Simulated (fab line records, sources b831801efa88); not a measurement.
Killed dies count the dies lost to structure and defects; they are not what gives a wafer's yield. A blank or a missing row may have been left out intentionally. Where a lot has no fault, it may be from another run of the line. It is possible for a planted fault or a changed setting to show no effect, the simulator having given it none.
Matching of chambers | flow gf180mcu | cmp-02 running GF_V2_CMP_26: 4 sister chambers
The step polishes, stops on SiO2, t overpolish 15 s, target thk 0 nm. 8 wafers are shown with their chamber, then 7 later ones without.

## WAFERS, EACH WITH ITS CHAMBER
wafer  | chamber | motor current A (A) | time to endpoint s (s)
L825.1 | 2       | 10.0                | 87
L825.5 | 1       | 10.4                | 85
L826.1 | 1       | 10.7                | 80
L828.5 | 3       | 12.6                | 84
L828.6 | 0       | 11.3                | 91
L829.2 | 2       | 9.4                 | 86
L829.4 | 3       | 12.3                | 86
L829.6 | 0       | 11.3                | 93

## WAFERS WITH NO CHAMBER GIVEN
wafer  | motor current A (A) | time to endpoint s (s)
L830.3 | 9.8                 | 87
L830.5 | 10.6                | 84
L830.6 | 10.1                | 85
L833.2 | 12.3                | 88
L846.2 | 9.9                 | 90
L846.4 | 12.1                | 89
L846.5 | 11.8                | 93

## CHAMBER TAKEN BY EACH
wafer  | from the rows above     | in truth
L830.3 | 2                       | 2
L830.5 | 1                       | 1
L830.6 | can't be placed: 2 or 1 | 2
L833.2 | 3                       | 3
L846.2 | 2                       | 2
L846.4 | can't be placed: 3 or 0 | 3
L846.5 | 0                       | 0
5 of 7 placed correctly. Not placeable from these rows: 2 (in 2, the candidates include the true chamber). 0 placed wrongly.
How it was worked out, from the rows above alone: a wafer's distance from a chamber is the root of the sum, over the readings, of the square of ((its reading less the chamber's mean) divided by the reading's scatter). If the next closest chamber is less than 2 further off than the closest, the wafer can't be placed; otherwise it belongs to the closest. For every chamber, the mean is computed from those of its wafers that are shown. The scatter is the square root of a quotient: the sum, over the shown wafers, of each reading's squared deviation from its chamber's mean, divided by wafers minus chambers.
